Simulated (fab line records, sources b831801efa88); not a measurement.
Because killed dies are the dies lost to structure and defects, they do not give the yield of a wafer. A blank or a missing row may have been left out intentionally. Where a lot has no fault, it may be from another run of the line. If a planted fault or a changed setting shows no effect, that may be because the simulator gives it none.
Which tool was responsible? -- flow gf180mcu -- 15 lots, 45 wafers sampled, at 4 steps of a route of 602

== WHAT THE GAUGES SHOWED, per wafer ==
GF_M1_CD_MEAS_14 targets a cd of 230 nm. Usual: cd_nm at 230.1 nm, with a standard deviation of 1.2.
lot,measured,on,cd_nm (nm),flag
L328,day 17 04:22,cd_sem-02,229.7 228.8 229.3,
L330,day 17 22:14,cd_sem-02,229.5 230.1 231.2,
L331,day 18 10:07,cd_sem-01,229.2 229.3 229.6,
L332,day 19 01:24,cd_sem-02,229.5 229.9 229.0,
L333,day 19 02:44,cd_sem-01,230.0 229.5 229.0,
L334,day 19 22:34,cd_sem-01,229.4 228.3 228.3,
L338,day 20 21:23,cd_sem-02,229.5 228.2 229.8,
L337,day 20 23:49,cd_sem-01,229.1 230.1 228.7,
L339,day 21 16:56,cd_sem-02,229.1 229.9 229.3,
L341,day 22 06:17,cd_sem-01,229.5 230.1 230.4,
L342,day 22 10:10,cd_sem-01,229.2 230.7 229.5,
L343,day 22 17:23,cd_sem-02,231.3 231.0 231.3,
L348,day 24 09:40,cd_sem-02,- - -,OFF
L349,day 24 15:52,cd_sem-02,- - -,OFF
L350,day 25 10:53,cd_sem-01,- - -,OFF

GF_M2_RS_MEAS_05: uses a four-point probe to measure. Usual: M2_ALCU_RS typically reads 0.0697 ohm/sq, with standard deviation 0.00053.
lot,measured,on,M2_ALCU_RS (ohm/sq),flag
L328,day 18 07:02,film_metro-02,0.0695 0.0699 0.0697,
L330,day 19 00:53,film_metro-01,0.0698 0.0703 0.0702,
L331,day 19 14:01,film_metro-03,0.0694 0.0701 0.0699,
L332,day 20 04:36,film_metro-02,0.0691 0.0697 0.0697,
L333,day 20 06:20,film_metro-03,0.0691 0.0691 0.0684,
L334,day 21 02:24,film_metro-01,0.0692 0.0697 0.0692,
L338,day 22 00:02,film_metro-03,0.0693 0.0690 0.0694,
L337,day 22 03:34,film_metro-03,0.0697 0.0695 0.0698,
L339,day 22 20:09,film_metro-01,0.0693 0.0691 0.0702,
L341,day 23 09:10,film_metro-01,0.0698 0.0692 0.0700,
L342,day 23 12:45,film_metro-03,0.0696 0.0703 0.0697,
L343,day 23 19:01,film_metro-03,0.0702 0.0705 0.0696,

== WHAT TOOL EACH LOT RAN ON (gives the tool, then ch and the chambers of the sampled wafers, and finally the start) ==
lot,GF_SAB_STRIP_13,GF_M1_DEVELOP_13
L328,"plasma_asher-04 ch 0,1, day 15 04:52","litho_track-02 ch 0, day 17 04:13"
L330,"plasma_asher-04 ch 0,1, day 15 21:05","litho_track-02 ch 0, day 17 22:06"
L331,"plasma_asher-04 ch 0,1, day 16 09:16","litho_track-04 ch 0, day 18 09:59"
L332,"plasma_asher-04 ch 0,1, day 16 23:17","litho_track-03 ch 0, day 19 01:16"
L333,"plasma_asher-01 ch 1, day 17 01:25","litho_track-03 ch 0, day 19 02:35"
L334,"plasma_asher-04 ch 0,1, day 17 14:59","litho_track-02 ch 0, day 19 22:25"
L338,"plasma_asher-04 ch 0,1, day 18 18:39","litho_track-03 ch 0, day 20 21:14"
L337,"plasma_asher-04 ch 0,1, day 18 20:19","litho_track-04 ch 0, day 20 23:40"
L339,"plasma_asher-02 ch 0,1, day 19 14:41","litho_track-03 ch 0, day 21 16:47"
L341,"plasma_asher-02 ch 0,1, day 20 03:47","litho_track-03 ch 0, day 22 06:08"
L342,"plasma_asher-01 ch 0,1, day 20 07:52","litho_track-02 ch 0, day 22 10:01"
L343,"plasma_asher-04 ch 0,1, day 20 16:20","litho_track-03 ch 0, day 22 17:14"
L348,"plasma_asher-02 ch 0,1, day 22 09:55","litho_track-04, day 24 09:31"
L349,"plasma_asher-01 ch 0,1, day 22 15:01","litho_track-04, day 24 15:43"
L350,"plasma_asher-02 ch 0,1, day 23 10:53","litho_track-03, day 25 10:44"
- GF_SAB_STRIP_13: strips in O2/N2.
- GF_M1_DEVELOP_13: develop time 60 s.

== WHAT THE TOOLS THEMSELVES READ (means of the sampled wafers that have a number; where no wafer has one, the mark that the record gives instead) ==
GF_SAB_STRIP_13. Usual: drypump_motor_current_A 5.7 A, standard deviation 0.48; heater_power_w 325 W, standard deviation 40; n2_flow_sccm 300.0 sccm, standard deviation 0.93; oes_product_au 0.709 a.u., standard deviation 0.0046; strip_time_to_endpoint_s 12.62 s, standard deviation 0.034.
lot,tool,drypump_motor_current_A (A),heater_power_w (W),n2_flow_sccm (sccm),oes_product_au (a.u.),strip_time_to_endpoint_s (s),flag
L328,plasma_asher-04,5.9,323,299.6,0.712,12.66,
L330,plasma_asher-04,6.0,350,300.7,0.707,12.55,
L331,plasma_asher-04,5.9,319,299.6,0.706,12.66,
L332,plasma_asher-04,6.0,341,300.3,0.706,12.64,
L333,plasma_asher-01,5.4,289,299.2,0.703,12.63,
L334,plasma_asher-04,5.9,321,300.2,0.708,12.59,
L338,plasma_asher-04,5.9,318,299.6,0.705,12.59,
L337,plasma_asher-04,6.0,349,300.1,0.706,12.57,
L339,plasma_asher-02,5.8,329,299.1,0.707,12.59,
L341,plasma_asher-02,5.8,322,300.2,0.710,12.61,
L342,plasma_asher-01,5.6,331,299.3,0.708,12.58,
L343,plasma_asher-04,5.9,319,299.8,0.707,12.62,
L348,plasma_asher-02,5.3,301,299.9,0.713,12.62,
L349,plasma_asher-01,5.5,311,298.6,0.717,12.68,
L350,plasma_asher-02,5.2,299,299.6,0.706,12.60,

GF_M1_DEVELOP_13. Usual: chill_plate_temp_C at 23.00 C, with a standard deviation of 0.12.
lot,tool,chill_plate_temp_C (C),flag
L328,litho_track-02,23.03,
L330,litho_track-02,22.95,
L331,litho_track-04,23.02,
L332,litho_track-03,23.12,
L333,litho_track-03,22.91,
L334,litho_track-02,23.02,
L338,litho_track-03,23.14,
L337,litho_track-04,23.04,
L339,litho_track-03,22.89,
L341,litho_track-03,23.11,
L342,litho_track-02,23.05,
L343,litho_track-03,23.05,
L348,litho_track-04,-,OFF
L349,litho_track-04,-,OFF
L350,litho_track-03,-,OFF

== THE ANSWER, worked out from the rows above alone ==
Rule: a lot is off if the mean of its wafers that have a number lies more than 3 standard deviations from the usual mean. Also off: a lot with no number at a reading for which 4 or more lots have one. Where the step has rows for the other lots, those lots are counted as sound. After the gauges, taken in route order, come the tools' own readings; for these a lot's mean is taken, as printed above. At the first step where some lot is off, the reading lying furthest off is the one used; lots without a number count as furthest.
Off, at GF_M1_CD_MEAS_14 on cd_nm: L348, L349, L350. Without a number there: L348, L349, L350.
If a tool, at a process step before that reading, ran all the lots that are off and no sound lot after the first of them, it fits. The gauges at GF_M1_CD_MEAS_14 aren't tried: what is off there is off at GF_M1_DEVELOP_13 too, on other tools, and a gauge's error can't cause that. No candidate that was tried fits.

== WHAT THE SIMULATOR HAD PUT IN ==
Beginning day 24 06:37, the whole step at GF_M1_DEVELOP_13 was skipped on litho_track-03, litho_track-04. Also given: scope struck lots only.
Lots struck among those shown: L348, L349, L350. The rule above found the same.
